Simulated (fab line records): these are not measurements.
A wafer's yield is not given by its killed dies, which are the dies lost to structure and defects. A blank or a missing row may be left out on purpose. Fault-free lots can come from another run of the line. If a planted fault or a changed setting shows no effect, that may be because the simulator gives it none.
2 desks, one fault / flow gf180mcu / numbers are kept per desk, each desk with only its own; the story behind them comes last

THE METROLOGY DESK
What the gauges read for every lot (on any tool): the sampled wafers with a number, averaged. Marked OUT: a lot whose mean sits more than 4 standard deviations from the usual mean, which makes it out of limits; the brackets give that distance.
Columns: A = HV_LDD_TW at GF_HV_LDD_TW_MEAS_11, usual 2413; B = cd-nm at GF_HV_LDD_CD_MEAS_19, usual 400.1 nm
lot=L301; first seen here=day 10 01:01; A=2430; B=398.3
lot=L303; first seen here=day 10 16:28; A=2432; B=398.0
lot=L304; first seen here=day 10 23:27; A=2427; B=397.8
lot=L307; first seen here=day 12 03:55; A=2381; B=399.4
lot=L308; first seen here=day 12 20:30; A=2393; B=401.7
lot=L309; first seen here=day 12 20:35; A=2437; B=402.8
lot=L310; first seen here=day 13 14:36; A=2392; B=403.1
lot=L311; first seen here=day 13 14:52; A=2390; B=400.4
lot=L314; first seen here=day 14 10:49; A=2385; B=402.3
lot=L317; first seen here=day 15 09:04; A=2400; B=397.5
lot=L318; first seen here=day 15 10:38; A=2421; B=400.1
lot=L319; first seen here=day 15 13:35; A=2420; B=400.0
lot=L322; first seen here=day 16 13:02; A=2399; B=398.8
lot=L324; first seen here=day 17 04:32; A=2401; B=403.4
Finding of this desk: none of the 14 lots has anything out of limits.

TOOL OWNER'S DESK, implanter-01
GF_HV_LDD_IMPLANT_35, tool's own readings: per-lot mean of the sampled wafers with a number, covering each lot this tool ran. Marked OUT: a lot whose mean sits more than 4 standard deviations from the usual mean, which makes it out of limits; the brackets give that distance.
Columns: A = dose-ions-cm2 at GF_HV_LDD_IMPLANT_35, usual 7.501e+12
lot=L301; first seen here=day 11 12:22; A=7.504e+12
lot=L303; first seen here=day 12 04:38; A=7.495e+12
lot=L309; first seen here=day 14 14:26; A=7.499e+12
lot=L311; first seen here=day 15 10:26; A=7.504e+12
lot=L317; first seen here=day 17 06:26; A=7.870e+12 (+46) OUT
lot=L319; first seen here=day 17 10:46; A=7.870e+12 (+46) OUT
This desk finds L317, L319 out of limits, L317 being first, at day 17 06:26 (dose-ions-cm2 at GF_HV_LDD_IMPLANT_35). L301, L303, L309, L311 stayed within limits.

BROUGHT TOGETHER
The tool owner's desk had the chance to raise an alarm at day 17 06:26 on L317, L319.
From the metrology desk's view, nothing was out of limits.
The metrology desk holds a record of L317, L319, inside its limits.
The lots listed all ran GF_HV_LDD_IMPLANT_35 on implanter-01.

WHAT WAS PUT IN BY THE SIMULATOR
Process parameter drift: implanter-01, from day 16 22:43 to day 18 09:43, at GF_HV_LDD_IMPLANT_35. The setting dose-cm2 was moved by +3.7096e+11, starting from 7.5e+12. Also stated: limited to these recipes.
Lots struck among those shown: L317, L319.
Hours from the fault's start to each desk's first reading out of limits: the tool owner's desk, 8.
